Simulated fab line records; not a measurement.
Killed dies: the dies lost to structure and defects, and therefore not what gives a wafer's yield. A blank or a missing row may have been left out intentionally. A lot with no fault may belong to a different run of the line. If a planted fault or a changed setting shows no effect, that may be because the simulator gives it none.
Which tool did it? || flow sky130 || Sampling: 14 lots, 42 wafers, 4 of 708 route steps

## WHAT THE GAUGES READ, wafer by wafer
SKY_FIELD_ISO_THK_MEAS_23. Usual: for FIELD_ISO_OXIDATION_01_THK the level is 9.91 nm and the standard deviation is 0.18.
{"lot": "L656", "measured": "day 2 06:25", "on": "filmMetro-01", "FIELD_ISO_OXIDATION_01_THK (nm)": "10.05 9.86 10.03", "flag": ""}
{"lot": "L657", "measured": "day 2 12:09", "on": "filmMetro-03", "FIELD_ISO_OXIDATION_01_THK (nm)": "9.79 9.97 9.70", "flag": ""}
{"lot": "L658", "measured": "day 2 18:13", "on": "filmMetro-04", "FIELD_ISO_OXIDATION_01_THK (nm)": "9.66 9.80 9.72", "flag": ""}
{"lot": "L660", "measured": "day 3 04:52", "on": "filmMetro-01", "FIELD_ISO_OXIDATION_01_THK (nm)": "9.80 9.81 9.75", "flag": ""}
{"lot": "L661", "measured": "day 3 09:49", "on": "filmMetro-01", "FIELD_ISO_OXIDATION_01_THK (nm)": "9.74 9.84 9.97", "flag": ""}
{"lot": "L662", "measured": "day 3 17:46", "on": "filmMetro-01", "FIELD_ISO_OXIDATION_01_THK (nm)": "10.20 10.06 10.17", "flag": ""}
{"lot": "L664", "measured": "day 4 03:30", "on": "filmMetro-03", "FIELD_ISO_OXIDATION_01_THK (nm)": "10.16 10.01 10.08", "flag": ""}
{"lot": "L666", "measured": "day 4 15:06", "on": "filmMetro-03", "FIELD_ISO_OXIDATION_01_THK (nm)": "9.88 9.72 9.75", "flag": ""}
{"lot": "L670", "measured": "day 5 11:16", "on": "filmMetro-01", "FIELD_ISO_OXIDATION_01_THK (nm)": "10.07 9.96 9.96", "flag": ""}
{"lot": "L672", "measured": "day 5 20:31", "on": "filmMetro-01", "FIELD_ISO_OXIDATION_01_THK (nm)": "9.81 9.98 9.65", "flag": ""}
{"lot": "L674", "measured": "day 6 07:11", "on": "filmMetro-03", "FIELD_ISO_OXIDATION_01_THK (nm)": "9.95 9.96 9.82", "flag": ""}
{"lot": "L677", "measured": "day 6 20:01", "on": "filmMetro-01", "FIELD_ISO_OXIDATION_01_THK (nm)": "9.91 10.17 10.03", "flag": ""}
{"lot": "L678", "measured": "day 7 02:50", "on": "filmMetro-03", "FIELD_ISO_OXIDATION_01_THK (nm)": "9.72 9.84 9.80", "flag": ""}
{"lot": "L679", "measured": "day 7 06:07", "on": "filmMetro-04", "FIELD_ISO_OXIDATION_01_THK (nm)": "9.54 9.58 9.63", "flag": ""}

SKY_SONOS_ONO_CD_MEAS_13: the cd target is 410 nm. Usual: 409.5 nm for cdNm, sd 1.9.
{"lot": "L656", "measured": "day 12 12:56", "on": "cdSem-01", "cdNm (nm)": "412.4 412.9 411.0", "flag": ""}
{"lot": "L657", "measured": "day 12 18:51", "on": "cdSem-02", "cdNm (nm)": "410.3 409.7 410.4", "flag": ""}
{"lot": "L658", "measured": "day 13 05:53", "on": "cdSem-02", "cdNm (nm)": "410.7 410.7 410.2", "flag": ""}
{"lot": "L660", "measured": "day 13 15:08", "on": "cdSem-02", "cdNm (nm)": "410.8 411.4 412.6", "flag": ""}
{"lot": "L661", "measured": "day 14 14:29", "on": "cdSem-02", "cdNm (nm)": "410.2 412.0 412.4", "flag": ""}
{"lot": "L662", "measured": "day 14 22:02", "on": "cdSem-01", "cdNm (nm)": "406.2 406.3 404.4", "flag": ""}
{"lot": "L664", "measured": "day 15 12:34", "on": "cdSem-01", "cdNm (nm)": "409.7 411.3 409.3", "flag": ""}
{"lot": "L666", "measured": "day 16 09:58", "on": "cdSem-02", "cdNm (nm)": "408.4 409.9 408.1", "flag": ""}
{"lot": "L670", "measured": "day 17 11:44", "on": "cdSem-02", "cdNm (nm)": "406.7 407.3 407.7", "flag": ""}
{"lot": "L672", "measured": "day 18 02:38", "on": "cdSem-02", "cdNm (nm)": "412.7 415.1 411.4", "flag": ""}
{"lot": "L674", "measured": "day 18 21:17", "on": "cdSem-02", "cdNm (nm)": "410.1 411.4 408.8", "flag": ""}
{"lot": "L677", "measured": "day 19 21:53", "on": "cdSem-01", "cdNm (nm)": "408.1 408.7 409.4", "flag": ""}
{"lot": "L678", "measured": "day 20 03:38", "on": "cdSem-01", "cdNm (nm)": "411.0 409.5 409.7", "flag": ""}
{"lot": "L679", "measured": "day 20 14:11", "on": "cdSem-02", "cdNm (nm)": "409.3 405.8 406.4", "flag": ""}

SKY_LDD_LDN_TW_MEAS_13. Usual: for LDD_LDN_TW the level is 1476 and the standard deviation is 9.
{"lot": "L656", "measured": "day 22 19:16", "on": "filmMetro-04", "LDD_LDN_TW": "1475 1468 1466", "flag": ""}
{"lot": "L657", "measured": "day 22 22:59", "on": "filmMetro-01", "LDD_LDN_TW": "1485 1475 1488", "flag": ""}
{"lot": "L658", "measured": "day 23 12:35", "on": "filmMetro-04", "LDD_LDN_TW": "1468 1459 1466", "flag": ""}
{"lot": "L660", "measured": "day 24 01:10", "on": "filmMetro-01", "LDD_LDN_TW": "1498 1496 1493", "flag": ""}
{"lot": "L661", "measured": "day 25 02:28", "on": "filmMetro-03", "LDD_LDN_TW": "1477 1476 1476", "flag": ""}
{"lot": "L662", "measured": "day 25 11:59", "on": "filmMetro-01", "LDD_LDN_TW": "1476 1472 1469", "flag": ""}
{"lot": "L664", "measured": "day 26 01:33", "on": "filmMetro-01", "LDD_LDN_TW": "1482 1483 1478", "flag": ""}
{"lot": "L666", "measured": "day 26 23:15", "on": "filmMetro-01", "LDD_LDN_TW": "1481 1478 1477", "flag": ""}
{"lot": "L670", "measured": "day 28 02:25", "on": "filmMetro-04", "LDD_LDN_TW": "1472 1471 1471", "flag": ""}
{"lot": "L672", "measured": "day 28 16:28", "on": "filmMetro-03", "LDD_LDN_TW": "1473 1474 1462", "flag": ""}
{"lot": "L674", "measured": "day 29 06:44", "on": "filmMetro-03", "LDD_LDN_TW": "1468 1460 1465", "flag": ""}

## EACH LOT AND THE TOOL THAT RAN IT (in order: tool; ch and the chambers of the sampled wafers; start)
{"lot": "L656", "SKY_GATE_OXIDE_WET_ETCH_12": "wetBench-04 ch 2, day 13 16:34"}
{"lot": "L657", "SKY_GATE_OXIDE_WET_ETCH_12": "wetBench-04 ch 3, day 13 21:49"}
{"lot": "L658", "SKY_GATE_OXIDE_WET_ETCH_12": "wetBench-04 ch 2, day 14 11:32"}
{"lot": "L660", "SKY_GATE_OXIDE_WET_ETCH_12": "wetBench-03 ch 0, day 14 21:35"}
{"lot": "L661", "SKY_GATE_OXIDE_WET_ETCH_12": "wetBench-03 ch 1, day 15 19:31"}
{"lot": "L662", "SKY_GATE_OXIDE_WET_ETCH_12": "wetBench-03 ch 0, day 16 03:37"}
{"lot": "L664", "SKY_GATE_OXIDE_WET_ETCH_12": "wetBench-04 ch 2, day 16 19:46"}
{"lot": "L666", "SKY_GATE_OXIDE_WET_ETCH_12": "wetBench-03 ch 3, day 17 17:04"}
{"lot": "L670", "SKY_GATE_OXIDE_WET_ETCH_12": "wetBench-01 ch 1, day 18 21:02"}
{"lot": "L672", "SKY_GATE_OXIDE_WET_ETCH_12": "wetBench-01 ch 3, day 19 12:07"}
{"lot": "L674", "SKY_GATE_OXIDE_WET_ETCH_12": "wetBench-04 ch 2, day 20 06:03"}
{"lot": "L677", "SKY_GATE_OXIDE_WET_ETCH_12": "wetBench-01 ch 2, day 21 07:52"}
{"lot": "L678", "SKY_GATE_OXIDE_WET_ETCH_12": "wetBench-04 ch 3, day 21 12:52"}
{"lot": "L679", "SKY_GATE_OXIDE_WET_ETCH_12": "wetBench-04 ch 2, day 21 23:20"}
- SKY_GATE_OXIDE_WET_ETCH_12: etches SiO2 in dHF, target depth 16.8 nm, time 336 s.

## WHAT THE TOOLS THEMSELVES READ (means of the sampled wafers that have a number; where no wafer has one, the mark that the record gives instead)
SKY_GATE_OXIDE_WET_ETCH_12. Usual: bathHeatDutyPct 6.0 %, standard deviation 0.72; runLengthS 364 s, standard deviation 4.1.
{"lot": "L656", "tool": "wetBench-04", "bathHeatDutyPct (%)": 5.9, "runLengthS (s)": 371, "flag": ""}
{"lot": "L657", "tool": "wetBench-04", "bathHeatDutyPct (%)": 5.7, "runLengthS (s)": 368, "flag": ""}
{"lot": "L658", "tool": "wetBench-04", "bathHeatDutyPct (%)": 5.9, "runLengthS (s)": 371, "flag": ""}
{"lot": "L660", "tool": "wetBench-03", "bathHeatDutyPct (%)": 6.2, "runLengthS (s)": 364, "flag": ""}
{"lot": "L661", "tool": "wetBench-03", "bathHeatDutyPct (%)": 5.7, "runLengthS (s)": 370, "flag": ""}
{"lot": "L662", "tool": "wetBench-03", "bathHeatDutyPct (%)": 5.9, "runLengthS (s)": 363, "flag": ""}
{"lot": "L664", "tool": "wetBench-04", "bathHeatDutyPct (%)": 6.0, "runLengthS (s)": 363, "flag": ""}
{"lot": "L666", "tool": "wetBench-03", "bathHeatDutyPct (%)": 7.5, "runLengthS (s)": 360, "flag": ""}
{"lot": "L670", "tool": "wetBench-01", "bathHeatDutyPct (%)": 5.6, "runLengthS (s)": 362, "flag": ""}
{"lot": "L672", "tool": "wetBench-01", "bathHeatDutyPct (%)": 6.6, "runLengthS (s)": 362, "flag": ""}
{"lot": "L674", "tool": "wetBench-04", "bathHeatDutyPct (%)": 6.1, "runLengthS (s)": 371, "flag": ""}
{"lot": "L677", "tool": "wetBench-01", "bathHeatDutyPct (%)": "-", "runLengthS (s)": "-", "flag": "OFF"}
{"lot": "L678", "tool": "wetBench-04", "bathHeatDutyPct (%)": "-", "runLengthS (s)": "-", "flag": "OFF"}
{"lot": "L679", "tool": "wetBench-04", "bathHeatDutyPct (%)": "-", "runLengthS (s)": "-", "flag": "OFF"}

## THE ANSWER, worked out from the rows above alone
Rule: a lot is off if the mean of its wafers that have a number lies more than 3 standard deviations from the usual mean. Also off: a lot with no number at a reading for which 4 or more lots have one. Any other lot the step has rows for is counted as sound. The gauges are gone through in route order, then the tools' own readings, and for those a lot's mean is taken as printed above. The first step at which some lot is off is used, and at that step the reading that is off furthest; a lot without a number counts as furthest.
Off: L677, L678, L679, at SKY_GATE_OXIDE_WET_ETCH_12 (bathHeatDutyPct). Without a number there: L677, L678, L679.
If a tool, at that step or one of the process steps before it, ran each lot that is off and ran no sound lot following the first of them, it fits. None of those tried fits.

## WHAT WAS PUT IN BY THE SIMULATOR
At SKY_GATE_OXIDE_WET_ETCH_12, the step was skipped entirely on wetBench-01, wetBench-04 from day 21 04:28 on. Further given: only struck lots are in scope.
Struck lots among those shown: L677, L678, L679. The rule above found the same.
